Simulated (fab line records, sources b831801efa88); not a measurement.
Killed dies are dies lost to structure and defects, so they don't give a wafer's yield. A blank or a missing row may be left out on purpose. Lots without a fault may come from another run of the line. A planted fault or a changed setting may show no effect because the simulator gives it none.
fab line records | flow gf180mcu
record lots=13 wafers=39 last_day=36
route steps=602 shown VT_IMPLANT@109 V1@360 M2@367
lots that met no fault: from a run of the same line without faults
start_h: hours from the record's first day to the start of the lot's first wafer shown | wait_h: hours since the lot's step before | " the same as in the row above | L1.1+2: a row that stands for several wafers | - no value, or no start given | * or withheld: withheld | < > ~ a bound
route shown NAME@n: a module of which the file shows steps, and the number in the route of the first | usual: mean/standard deviation of fault-free wafers | same: alike in all rows | chamber/n: place in a boat | sites: the reading at each site | _std_site: their standard deviation | _edge_site: outer sites' mean less inner sites' | radius_mm: how far each site lies from the wafer's centre | mask NAME#n: copy n | behind: the tool/chamber that last shaped the wafer | hold: why the lot was held/for how many hours/how that ended | device: the transistor (n, p or np) that didn't switch | end of line: the same wafers' tests at the end of the route | a step without rows: its recipe alone | killed: dies lost to structure and defects at the first sort, not the wafer's yield | map: a wafer's dies, x killed, . not, _ none there
set.NAME: the setting as run; set.NAME@STEP: as run at that earlier step | model.NAME: the simulator's own value behind a step, which no gauge read
steps of the route over a sample of lots; a table a step, a row a wafer
services: from which hour (start_h, from the record's first day; less than 0 if before it) a tool's chamber was out of use, for how many hours, and why
## steps
# step GF_VT_IMPLANT_IMPLANT_19
# recipe species=As energy_kev=100 dose_cm2=4.35e+12 tilt_deg=7
# usual beam_energy_keV=99.999/0.029
# columns lot.wafer tool chamber start_h wait_h beam_energy_keV
L955.2 implanter-01 0 138.53 0.0 100.03
L955.5 " 0 " " 99.973
L955.6 " 0 " " 100.01
L957.1 implanter-04 0 153.68 0.0 100.03
L957.4 " 0 " " 99.997
L957.6 " 0 " " 99.980
L958.1 implanter-04 0 160.35 0.0 100.03
L958.3 " 0 " " 99.996
L958.5 " 0 " " 99.975
L959.1 implanter-04 0 167.95 0.0 100.05
L959.5 " 0 " " 100.04
L959.6 " 0 " " 99.995
L960.1 implanter-03 0 172.46 0.0 99.936
L960.2 " 0 " " 99.923
L960.6 " 0 " " 99.989
L961.2 implanter-04 0 180.43 0.0 100.03
L961.3 " 0 " " 100.01
L961.4 " 0 " " 99.975
L963.2 implanter-01 0 193.33 0.0 99.983
L963.4 " 0 " " 99.976
L963.6 " 0 " " 100.01
L965.2 implanter-03 0 208.78 0.0 99.949
L965.4 " 0 " " 100.01
L965.6 " 0 " " 99.980
L972.1 implanter-04 0 257.30 0.0 77.422
L972.3 " 0 " " 77.394
L972.4 " 0 " " 77.346
L973.4 implanter-04 0 259.08 0.1 77.462
L973.5 " 0 " " 77.473
L973.6 " 0 " " 77.476
L975.1 implanter-03 0 271.51 0.0 100.02
L975.3 " 0 " " 99.994
L975.4 " 0 " " 100.02
L976.1 implanter-01 0 278.85 0.0 100.02
L976.3 " 0 " " 100.02
L976.4 " 0 " " 99.997
L978.3 implanter-03 0 290.50 0.1 100.01
L978.4 " 0 " " 100.02
L978.5 " 0 " " 100.01
# step GF_VT_IMPLANT_TW_MEAS_21
# usual VT_IMPLANT_2_TW=1209/6.9
# columns lot.wafer tool chamber start_h wait_h VT_IMPLANT_2_TW
L955.2 film_metro-04 - 138.76 0.1 1207
L955.5 " - " " 1212
L955.6 " - " " 1218
L957.1 film_metro-03 - 153.93 0.1 1213
L957.4 " - " " 1210
L957.6 " - " " 1212
L958.1 film_metro-04 - 160.60 0.1 1205
L958.3 " - " " 1197
L958.5 " - " " 1200
L959.1 film_metro-04 - 168.20 0.1 1202
L959.5 " - " " 1199
L959.6 " - " " 1206
L960.1 film_metro-04 - 172.71 0.1 1208
L960.2 " - " " 1198
L960.6 " - " " 1210
L961.2 film_metro-01 - 180.66 0.1 1201
L961.3 " - " " 1203
L961.4 " - " " 1203
L963.2 film_metro-03 - 193.56 0.1 1215
L963.4 " - " " 1213
L963.6 " - " " 1209
L965.2 film_metro-04 - 209.02 0.1 1207
L965.4 " - " " 1200
L965.6 " - " " 1201
L972.1 film_metro-04 - 257.55 0.1 1127
L972.3 " - " " 1127
L972.4 " - " " 1127
L973.4 film_metro-04 - 259.29 0.1 1133
L973.5 " - " " 1124
L973.6 " - " " 1127
L975.1 film_metro-04 - 271.76 0.1 1214
L975.3 " - " " 1211
L975.4 " - " " 1215
L976.1 film_metro-01 - 279.10 0.1 1200
L976.3 " - " " 1198
L976.4 " - " " 1200
L978.3 film_metro-04 - 290.72 0.1 1211
L978.4 " - " " 1210
L978.5 " - " " 1211
# step GF_V1_THK_MEAS_25
# recipe thk_meas_gauge=xrf reads=W_of_V1_CVD_23
# usual V1_W_THK=351/6.2
# columns lot.wafer tool chamber start_h wait_h V1_W_THK[nm]
L955.2 film_metro-02 - 459.84 0.1 349
L955.5 " - " " 345
L955.6 " - " " 346
L957.1 film_metro-02 - 481.71 0.1 352
L957.4 " - " " 351
L957.6 " - " " 348
L958.1 film_metro-03 - 491.46 0.1 350
L958.3 " - " " 351
L958.5 " - " " 351
L959.1 film_metro-01 - 495.37 0.1 351
L959.5 " - " " 359
L959.6 " - " " 350
L960.1 film_metro-03 - 508.10 0.1 352
L960.2 " - " " 346
L960.6 " - " " 346
L961.2 film_metro-03 - 513.28 0.1 340
L961.3 " - " " 337
L961.4 " - " " 340
L963.2 film_metro-02 - 534.88 0.1 351
L963.4 " - " " 354
L963.6 " - " " 342
L965.2 film_metro-02 - 551.53 0.1 343
L965.4 " - " " 343
L965.6 " - " " 348
L972.1 film_metro-01 - 602.89 0.1 363
L972.3 " - " " 361
L972.4 " - " " 354
L973.4 film_metro-01 - 606.14 0.1 349
L973.5 " - " " 358
L973.6 " - " " 352
L975.1 film_metro-02 - 616.63 0.1 344
L975.3 " - " " 344
L975.4 " - " " 344
L976.1 film_metro-02 - 625.56 0.1 349
L976.3 " - " " 349
L976.4 " - " " 358
L978.3 film_metro-03 - 639.53 0.1 338
L978.4 " - " " 349
L978.5 " - " " 341
# step GF_M2_RS_MEAS_05
# recipe thk_meas_gauge=four-point-probe reads=TiN_of_M2_SPUTTER_04+Ti_of_M2_SPUTTER_03+AlCu_of_M2_SPUTTER_02+TiN_of_M2_SPUTTER_01+Ti_of_M2_SPUTTER_00
# usual M2_ALCU_RS=0.0700/0.00082
# columns lot.wafer tool chamber start_h wait_h M2_ALCU_RS[ohm/sq]
L955.2 film_metro-02 - 460.43 0.0 0.0697
L955.5 " - " " 0.0710
L955.6 " - " " 0.0699
L957.1 film_metro-01 - 482.29 0.0 0.0712
L957.4 " - " " 0.0701
L957.6 " - " " 0.0702
L958.1 film_metro-01 - 492.04 0.0 0.0699
L958.3 " - " " 0.0705
L958.5 " - " " 0.0690
L959.1 film_metro-01 - 495.96 0.0 0.0690
L959.5 " - " " 0.0687
L959.6 " - " " 0.0688
L960.1 film_metro-01 - 508.68 0.0 0.0696
L960.2 " - " " 0.0698
L960.6 " - " " 0.0691
L961.2 film_metro-02 - 513.89 0.0 0.0718
L961.3 " - " " 0.0713
L961.4 " - " " 0.0715
L963.2 film_metro-02 - 535.47 0.0 0.0707
L963.4 " - " " 0.0710
L963.6 " - " " 0.0711
L965.2 film_metro-01 - 552.13 0.0 0.0691
L965.4 " - " " 0.0706
L965.6 " - " " 0.0698
L972.1 film_metro-04 - 603.47 0.0 0.0692
L972.3 " - " " 0.0693
L972.4 " - " " 0.0702
L973.4 film_metro-02 - 606.75 0.1 0.0705
L973.5 " - " " 0.0707
L973.6 " - " " 0.0710
L975.1 film_metro-01 - 617.21 0.0 0.0697
L975.3 " - " " 0.0688
L975.4 " - " " 0.0712
L976.1 film_metro-01 - 626.14 0.0 0.0706
L976.3 " - " " 0.0703
L976.4 " - " " 0.0707
L978.3 film_metro-04 - 640.37 0.1 0.0695
L978.4 " - " " 0.0699
L978.5 " - " " 0.0706
# step GF_M2_METAL_ETCH_16
# recipe chemistry=Cl2/BCl3 mask_material=KrF target_depth_nm=750.8 stop_on=SiO2 pressure_mtorr=8 icp_w=800 bias_w=140 Cl2_flow_sccm=80 bcl3_flow_sccm=40 time_s=125.1
# usual drypump_motor_current_A=5.7/0.47 oes_product_au=0.994/0.0052 throttle_valve_pct=28.226/0.0097
# columns lot.wafer tool chamber start_h wait_h drypump_motor_current_A oes_product_au rf_hours_counter_h throttle_valve_pct
L955.2 rie_metal-01 1 486.02 0.0 6.5 0.993 7 28.218
L955.5 " 1 " " 6.5 0.999 - 28.206
L955.6 " 0 " " 5.5 0.985 - 28.215
L957.1 rie_metal-02 1 507.72 0.0 5.4 0.998 1 28.221
L957.4 " 1 " " 5.4 0.998 - 28.210
L957.6 " 1 " " 5.4 0.989 - 28.242
L958.1 rie_metal-01 1 516.63 0.0 6.5 1.001 8 28.231
L958.3 " 0 " " 5.5 0.984 - 28.234
L958.5 " 1 " " 6.4 0.991 - 28.225
L959.1 rie_metal-01 1 520.52 0.0 6.5 1.001 8 28.225
L959.5 " 1 " " 6.5 0.996 - 28.219
L959.6 " 0 " " 5.5 0.995 - 28.218
L960.1 rie_metal-04 1 532.94 0.0 5.0 0.994 10 28.230
L960.2 " 0 " " 6.2 0.993 8 28.236
L960.6 " 1 " " 5.0 0.994 - 28.217
L961.2 rie_metal-02 1 538.32 0.0 5.4 0.992 2 28.238
L961.3 " 1 " " 5.4 0.989 - 28.216
L961.4 " 0 " " 5.6 0.996 - 28.227
L963.2 rie_metal-02 0 559.68 0.0 5.5 0.994 10 28.234
L963.4 " 1 " " 5.4 1.000 - 28.231
L963.6 " 1 " " 5.4 0.993 - 28.235
L965.2 rie_metal-01 0 574.24 0.0 5.5 1.000 3 28.222
L965.4 " 1 " " 6.4 0.993 - 28.215
L965.6 " 0 " " 5.5 0.990 - 28.229
L972.1 rie_metal-04 0 625.32 0.0 6.2 0.999 11 28.221
L972.3 " 0 " " 6.2 1.006 - 28.230
L972.4 " 1 " " 5.1 0.998 - 28.226
L973.4 rie_metal-02 0 628.84 0.1 5.6 0.982 - 28.260
L973.5 " 1 " " 5.4 0.993 - 28.229
L973.6 " 0 " " 5.5 0.990 - 28.233
L975.1 rie_metal-01 1 639.02 0.0 6.5 0.997 11 28.215
L975.3 " 0 " " 5.5 0.992 - 28.242
L975.4 " 1 " " 6.5 1.000 - 28.226
L976.1 rie_metal-02 0 648.02 0.0 5.6 0.976 0 28.242
L976.3 " 0 " " 5.5 0.993 - 28.250
L976.4 " 1 " " 5.4 0.989 - 28.225
L978.3 rie_metal-01 0 661.51 0.1 5.5 0.999 - 28.233
L978.4 " 0 " " 5.5 0.986 - 28.241
L978.5 " 0 " " 5.5 0.993 - 28.229
## services
# columns tool chamber start_h hours kind
implanter-03 - 122.34 3.2 repair
implanter-01 - 142.87 1.7 repair
rie_metal-01 - 153.76 2.8 pm
implanter-04 - 173.76 3.2 repair
rie_metal-02 - 200.47 2.9 repair
implanter-04 - 200.53 4.9 repair
implanter-04 - 201.07 2.1 repair
implanter-01 - 216.71 3.9 pm
implanter-04 - 229.13 3.6 pm
rie_metal-02 - 305.56 1.0 repair
rie_metal-01 - 321.97 1.0 repair
rie_metal-01 - 356.54 1.4 pm
implanter-04 - 380.93 11.6 pm
rie_metal-02 - 389.14 0.4 repair
implanter-04 - 393.56 7.4 pm
rie_metal-01 - 421.58 2.5 repair
implanter-04 - 438.12 1.9 repair
implanter-03 - 487.49 3.9 pm
rie_metal-01 - 499.70 10.0 pm
rie_metal-02 0 506.80 14.1 repair
implanter-03 - 565.14 4.3 repair
implanter-03 - 639.64 1.1 repair
implanter-03 - 645.86 2.7 pm
rie_metal-01 1 658.09 7.6 repair
## key
first_sign step=GF_VT_IMPLANT_IMPLANT_19 reading=beam_energy_keV direction=down sigmas=99+ usual=99.999 struck=77.429
effect step=GF_VT_IMPLANT_TW_MEAS_21 reading=VT_IMPLANT_2_TW direction=down sigmas=12 usual=1209 struck=1127
met_at GF_VT_IMPLANT_IMPLANT_19
struck_lots L972,L973
tester_left_out L972,L973
not_acting_at GF_V1_THK_MEAS_25,GF_M2_RS_MEAS_05,GF_M2_METAL_ETCH_16
onset_between 180.43 257.30
fault kind=process_parameter_drift tool=implanter-04 chamber=- onset_h=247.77 steps=GF_VT_IMPLANT_IMPLANT_19 channel=energy_kev offset=-22.581 shape=step end_h=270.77 acts_in=these_recipes_only stated=100
# tester_left_out: of these lots the tester's yield and bins aren't shown, on N5 and GAA mostly nor the transistor test; their killed dies are dies lost to structure and defects alone, not to doping, threshold or leakage, so they don't give the yield
